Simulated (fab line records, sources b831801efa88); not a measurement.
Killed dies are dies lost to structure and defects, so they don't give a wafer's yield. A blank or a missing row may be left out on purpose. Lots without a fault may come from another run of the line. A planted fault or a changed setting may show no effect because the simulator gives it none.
Which tool did it? | flow gf180mcu | 24 lots, 72 wafers sampled, at 5 steps of a route of 602

WHAT THE GAUGES READ, wafer by wafer
GF_MIM_THK_MEAS_11: measures by xrf.
lot  | measured     | on            | MIM_ALCU_THK (nm)
L074 | day 24 05:02 | film_metro-01 | 189.9 192.5 193.7
L075 | day 24 18:02 | film_metro-04 | 200.7 198.8 201.5
L076 | day 24 19:23 | film_metro-02 | 196.8 196.2 196.6
L077 | day 25 14:17 | film_metro-02 | 195.0 196.0 195.7
L078 | day 25 18:07 | film_metro-04 | 196.4 195.6 196.2
L081 | day 26 18:01 | film_metro-04 | 197.0 197.7 195.4
L079 | day 26 18:55 | film_metro-04 | 194.5 196.7 191.3
L080 | day 26 19:08 | film_metro-01 | 202.2 200.8 200.3
L082 | day 27 04:32 | film_metro-02 | 197.5 195.5 197.3
L083 | day 27 18:44 | film_metro-01 | 195.0 196.1 197.0
L084 | day 27 19:02 | film_metro-04 | 200.2 199.5 200.7
L085 | day 28 06:53 | film_metro-04 | 200.7 199.9 199.5
L086 | day 28 10:52 | film_metro-04 | 197.2 198.8 202.1
L087 | day 29 05:19 | film_metro-01 | 197.0 196.0 196.3
L088 | day 29 08:28 | film_metro-04 | 195.9 195.6 192.0
L089 | day 29 17:02 | film_metro-02 | 194.5 194.8 197.7
L091 | day 30 05:11 | film_metro-04 | 194.2 191.9 194.8
L090 | day 30 06:52 | film_metro-04 | 196.3 196.0 198.2
L092 | day 30 08:59 | film_metro-02 | 198.9 195.0 196.1
L093 | day 30 21:40 | film_metro-04 | 198.6 197.6 199.0
L094 | day 30 22:50 | film_metro-02 | 195.2 194.4 194.0
L095 | day 31 05:43 | film_metro-04 | 194.5 196.5 194.4
L096 | day 31 08:08 | film_metro-01 | 197.6 197.0 197.6
L097 | day 31 17:50 | film_metro-01 | 196.5 197.7 196.7

GF_TOP_METAL_OVL_MEAS_15.
lot  | measured     | on         | TOP_METAL_OVL (nm)
L074 | day 27 19:00 | overlay-01 | 1.8 1.2 1.0
L075 | day 28 10:07 | overlay-01 | -1.5 -0.3 -1.8
L076 | day 28 11:07 | overlay-01 | 0.7 0.3 0.4
L077 | day 29 02:49 | overlay-01 | 1.2 2.4 2.2
L078 | day 29 07:28 | overlay-01 | 3.0 1.7 1.3
L081 | day 30 03:43 | overlay-01 | -0.5 0.1 1.5
L079 | day 30 05:05 | overlay-01 | 1.1 0.5 1.9
L080 | day 30 05:52 | overlay-01 | 0.5 0.2 0.1
L082 | day 30 11:49 | overlay-01 | 0.5 -0.5 0.8
L083 | day 31 01:07 | overlay-01 | -0.7 0.2 -0.8
L084 | day 31 02:17 | overlay-01 | -0.4 -0.6 1.1
L085 | day 31 12:13 | overlay-01 | 1.5 1.5 1.6
L086 | day 31 15:34 | overlay-01 | 0.6 0.8 1.5
L087 | day 32 07:34 | overlay-01 | -0.8 -0.4 1.2
L088 | day 32 10:44 | overlay-01 | -1.2 -2.7 -0.9
L089 | day 32 19:34 | overlay-01 | 0.8 1.8 1.7
L091 | day 33 05:29 | overlay-01 | 2.7 2.0 1.7
L090 | day 33 07:16 | overlay-01 | 1.4 0.9 0.3
L092 | day 33 07:43 | overlay-01 | -0.9 -0.2 -0.4
L093 | day 33 20:05 | overlay-01 | -0.9 0.2 -0.1
L094 | day 33 21:19 | overlay-01 | 1.0 0.9 1.4
L095 | day 34 03:40 | overlay-01 | 2.8 1.5 3.5
L096 | day 34 04:14 | overlay-01 | 0.1 0.5 0.6
L097 | day 34 13:04 | overlay-02 | 1.4 3.5 1.2

WHICH TOOL RAN EACH LOT (tool, then ch and the chambers of the sampled wafers, then the start)
lot  | GF_V3_SPUTTER_21             | GF_V4_CMP_04                  | GF_V4_SPUTTER_22
L074 | pvd_sputter-04, day 22 03:29 | cmp-02 ch 2,3, day 23 04:14   | pvd_sputter-03, day 24 03:52
L075 | pvd_sputter-01, day 22 15:58 | cmp-02 ch 0,1,3, day 23 16:52 | pvd_sputter-03, day 24 16:52
L076 | pvd_sputter-03, day 22 18:10 | cmp-01 ch 0,1,2, day 23 18:43 | pvd_sputter-02, day 24 18:13
L077 | pvd_sputter-04, day 23 11:46 | cmp-02 ch 1,3, day 24 12:44   | pvd_sputter-02, day 25 12:50
L078 | pvd_sputter-03, day 23 17:55 | cmp-01 ch 0,1,2, day 24 18:17 | pvd_sputter-02, day 25 16:57
L081 | pvd_sputter-04, day 24 19:30 | cmp-01 ch 0,1, day 25 18:03   | pvd_sputter-04, day 26 16:47
L079 | pvd_sputter-04, day 24 20:40 | cmp-01 ch 0,3, day 25 19:07   | pvd_sputter-02, day 26 17:44
L080 | pvd_sputter-01, day 24 21:04 | cmp-02 ch 0,2,3, day 25 19:24 | pvd_sputter-04, day 26 17:58
L082 | pvd_sputter-03, day 25 06:32 | cmp-01 ch 2,3, day 26 05:08   | pvd_sputter-04, day 27 03:22
L083 | pvd_sputter-04, day 25 19:12 | cmp-02 ch 1,2, day 26 18:52   | pvd_sputter-04, day 27 17:34
L084 | pvd_sputter-03, day 25 19:49 | cmp-02 ch 0,2, day 26 19:36   | pvd_sputter-02, day 27 17:40
L085 | pvd_sputter-03, day 26 10:20 | cmp-02 ch 0,1,3, day 27 09:35 | pvd_sputter-04, day 28 05:26
L086 | pvd_sputter-03, day 26 12:49 | cmp-02 ch 0,1, day 27 12:20   | pvd_sputter-02, day 28 09:30
L087 | pvd_sputter-01, day 27 09:33 | cmp-02 ch 0,1,3, day 28 07:20 | pvd_sputter-02, day 29 04:08
L088 | pvd_sputter-04, day 27 12:39 | cmp-01 ch 0,1, day 28 11:13   | pvd_sputter-03, day 29 07:19
L089 | pvd_sputter-03, day 27 22:43 | cmp-01 ch 0,2, day 28 19:55   | pvd_sputter-03, day 29 15:52
L091 | pvd_sputter-04, day 28 11:08 | cmp-01 ch 0,1,2, day 29 08:02 | pvd_sputter-03, day 30 04:01
L090 | pvd_sputter-03, day 28 12:13 | cmp-02 ch 1,2, day 29 09:28   | pvd_sputter-02, day 30 05:10
L092 | pvd_sputter-01, day 28 13:59 | cmp-01 ch 1,2,3, day 29 11:14 | pvd_sputter-02, day 30 06:58
L093 | pvd_sputter-01, day 29 04:12 | cmp-01 ch 0,2,3, day 30 01:05 | pvd_sputter-04, day 30 20:30
L094 | pvd_sputter-03, day 29 05:07 | cmp-01 ch 0,1,3, day 30 02:25 | pvd_sputter-03, day 30 21:40
L095 | pvd_sputter-03, day 29 12:23 | cmp-01 ch 0,1,3, day 30 09:01 | pvd_sputter-02, day 31 04:33
L096 | pvd_sputter-01, day 29 13:13 | cmp-02 ch 0,1,3, day 30 11:55 | pvd_sputter-04, day 31 06:58
L097 | pvd_sputter-03, day 30 01:40 | cmp-02 ch 1,2, day 30 21:55   | pvd_sputter-03, day 31 16:40
- GF_V3_SPUTTER_21: material Ti, target thk 15 nm, time 80.02 s.
- GF_V4_CMP_04: polishes SiO2.
- GF_V4_SPUTTER_22: material TiN, target thk 10 nm, time 40 s.

WHAT THE TOOLS THEMSELVES READ (means of the sampled wafers that have a number; where no wafer has one, the mark that the record gives instead)
GF_V3_SPUTTER_21.
lot  | tool           | throttle_valve_pct (%)
L074 | pvd_sputter-04 | 28.6
L075 | pvd_sputter-01 | 30.9
L076 | pvd_sputter-03 | 29.6
L077 | pvd_sputter-04 | 30.6
L078 | pvd_sputter-03 | 28.5
L081 | pvd_sputter-04 | 28.6
L079 | pvd_sputter-04 | 28.9
L080 | pvd_sputter-01 | 30.3
L082 | pvd_sputter-03 | 29.6
L083 | pvd_sputter-04 | 29.8
L084 | pvd_sputter-03 | 30.2
L085 | pvd_sputter-03 | 29.4
L086 | pvd_sputter-03 | 28.4
L087 | pvd_sputter-01 | 31.5
L088 | pvd_sputter-04 | 29.3
L089 | pvd_sputter-03 | 29.6
L091 | pvd_sputter-04 | 29.7
L090 | pvd_sputter-03 | 29.1
L092 | pvd_sputter-01 | 30.8
L093 | pvd_sputter-01 | 30.7
L094 | pvd_sputter-03 | 28.7
L095 | pvd_sputter-03 | 29.5
L096 | pvd_sputter-01 | 30.6
L097 | pvd_sputter-03 | 28.5

GF_V4_CMP_04.
lot  | tool   | motor_current_A (A) | time_to_endpoint_s (s)
L074 | cmp-02 | 11.7                | 83
L075 | cmp-02 | 11.0                | 83
L076 | cmp-01 | 11.9                | 78
L077 | cmp-02 | 10.8                | 80
L078 | cmp-01 | 11.7                | 79
L081 | cmp-01 | 10.9                | 80
L079 | cmp-01 | 12.0                | 81
L080 | cmp-02 | 11.2                | 74
L082 | cmp-01 | 12.4                | 76
L083 | cmp-02 | 11.2                | 84
L084 | cmp-02 | 11.0                | 77
L085 | cmp-02 | 10.9                | 82
L086 | cmp-02 | 10.9                | 75
L087 | cmp-02 | 10.8                | 81
L088 | cmp-01 | 11.6                | 80
L089 | cmp-01 | 11.2                | 76
L091 | cmp-01 | 11.9                | 72
L090 | cmp-02 | 11.1                | 79
L092 | cmp-01 | 12.3                | 77
L093 | cmp-01 | 12.2                | 85
L094 | cmp-01 | 12.5                | 89
L095 | cmp-01 | 12.3                | 78
L096 | cmp-02 | 10.4                | 79
L097 | cmp-02 | 11.2                | 78

GF_V4_SPUTTER_22.
lot  | tool           | throttle_valve_pct (%)
L074 | pvd_sputter-03 | 29.4
L075 | pvd_sputter-03 | 29.1
L076 | pvd_sputter-02 | 30.1
L077 | pvd_sputter-02 | 30.5
L078 | pvd_sputter-02 | 30.5
L081 | pvd_sputter-04 | 30.2
L079 | pvd_sputter-02 | 30.1
L080 | pvd_sputter-04 | 29.8
L082 | pvd_sputter-04 | 28.7
L083 | pvd_sputter-04 | 29.7
L084 | pvd_sputter-02 | 30.6
L085 | pvd_sputter-04 | 28.7
L086 | pvd_sputter-02 | 30.9
L087 | pvd_sputter-02 | 31.1
L088 | pvd_sputter-03 | 30.1
L089 | pvd_sputter-03 | 30.3
L091 | pvd_sputter-03 | 29.5
L090 | pvd_sputter-02 | 30.9
L092 | pvd_sputter-02 | 30.0
L093 | pvd_sputter-04 | 29.7
L094 | pvd_sputter-03 | 28.9
L095 | pvd_sputter-02 | 30.1
L096 | pvd_sputter-04 | 29.4
L097 | pvd_sputter-03 | 30.3

THE ANSWER, worked out from the rows above alone
Rule: what is usual is taken from the lots themselves. Put in order of their means at a reading, lots are off if they are a third of the lots or fewer, leave a main group of 4 or more, and stand apart from it by a gap of 3 or more times the standard deviation of the main group's means; of several such gaps the widest counts. A main group whose means are all the same, to the digits that the tables above print for the reading, isn't used. A lot without any number at a reading at which 4 lots or more have one is off too. The other lots that the step has rows for count as sound. The gauges are gone through in route order, then the tools' own readings, and for those a lot's mean is taken as printed above. The first step at which some lot is off is used, and at that step the reading that is off furthest; a lot without a number counts as furthest.
No lot is off at any reading shown: from this, nothing can be told.

WHAT THE SIMULATOR HAD PUT IN
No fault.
